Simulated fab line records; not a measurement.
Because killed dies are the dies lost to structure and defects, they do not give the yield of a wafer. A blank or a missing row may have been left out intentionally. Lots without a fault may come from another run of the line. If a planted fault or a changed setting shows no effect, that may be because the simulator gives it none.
8D (eight disciplines) problem report, filled in by code | flow sky130 | the parts of the form that need people (team, actions taken, sign-off) are left out

== 1. THE ISSUE ==
Mean of rf fwd power W at SKY_SONOS_ONO_ETCH_15: 492 W across 6 wafers in 2 lots; on wafers with no fault it is 587 W (standard deviation 3.4). Relative to the usual mean, that is a shift of -28 standard deviations.
The step: etches the open film in CHF3/O2, target depth 19.52 nm, time 7.8 s.
First observed at day 17 19:13: wafer L596.3, on rie diel-04. The record holds 39 wafers of 13 lots with a number at this step. The rule behind "out" and "out of limits": a value lying over 4 standard deviations away from the usual mean. The other wafers with a number count as sound.

== 2. WHAT IT IS, WHAT IT ISN'T ==
question                    | is                     | is not
which readings at this step | rf fwd power W         | drypump motor current A
which lots                  | L596, L597             | L581, L583, L584, L585, L586, L588, L589, L598, L600, L602, L604
which wafers of those lots  | all that have a number | -
read on which tools         | rie diel-04            | rie diel-02, rie diel-03
when                        | from day 17 19:13      | up to then (21 sound wafers); but 12 sound wafers of L598, L600, L602, L604 came after

== 3. SUSPECTS, AND WHAT RULES EACH OUT ==
Counting: a tool stays on the suspect list if, at a process step up to the reading, it processed all lots that are out and no sound lot following the first of them.
- rie diel-04 at SKY_SONOS_ONO_ETCH_15 (etches the open film in CHF3/O2, target depth 19.52 nm, time 7.8 s): ruled out as a lasting fault. Sound lots L604 ran on it after its first lot that is out, L596 (day 17 19:13).
Left after counting: nothing in the record.

== 4. THE CAUSE (what the simulator had put in) ==
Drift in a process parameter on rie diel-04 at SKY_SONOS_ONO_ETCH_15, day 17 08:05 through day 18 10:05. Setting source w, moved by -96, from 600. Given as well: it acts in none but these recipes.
Counting ruled it out, wrongly.

== 5. THE CHAIN OF EFFECTS, in route order ==
Each row: a reading whose mean over the struck wafers that have a number lies more than 3 standard deviations from the usual. Readings are gone through only where the record gives a usual standard deviation; hours: the median, over the lots, of the time from a lot's start at the first step in this table giving one to that lot's start at this step; sigmas: the change measured in usual standard deviations.
hours | step                  | reading        | usual      | on struck wafers | change | sigmas
0     | SKY_SONOS_ONO_ETCH_15 | oes product au | 0.999 a.u. | 0.957            | -0.042 | -4.2
0     | SKY_SONOS_ONO_ETCH_15 | rf fwd power W | 587 W      | 492              | -95    | -28
Here are the process steps it includes:
- SKY_SONOS_ONO_ETCH_15: etches the open film in CHF3/O2, target depth 19.52 nm, time 7.8 s.
Later measuring or inspecting steps at which every struck wafer that the step has a row for has a number for every such reading, and none has moved that far: SKY_LDD_N_OVL_MEAS_07, SKY_SD_N_RS_MEAS_17, SKY_LI_CONTACT_BOW_MEAS_03.

== 6. WHAT WOULD HAVE CAUGHT IT SOONER ==
The fault began at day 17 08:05; the first out-of-limits reading in this record came at day 17 19:13, 11 hours later.
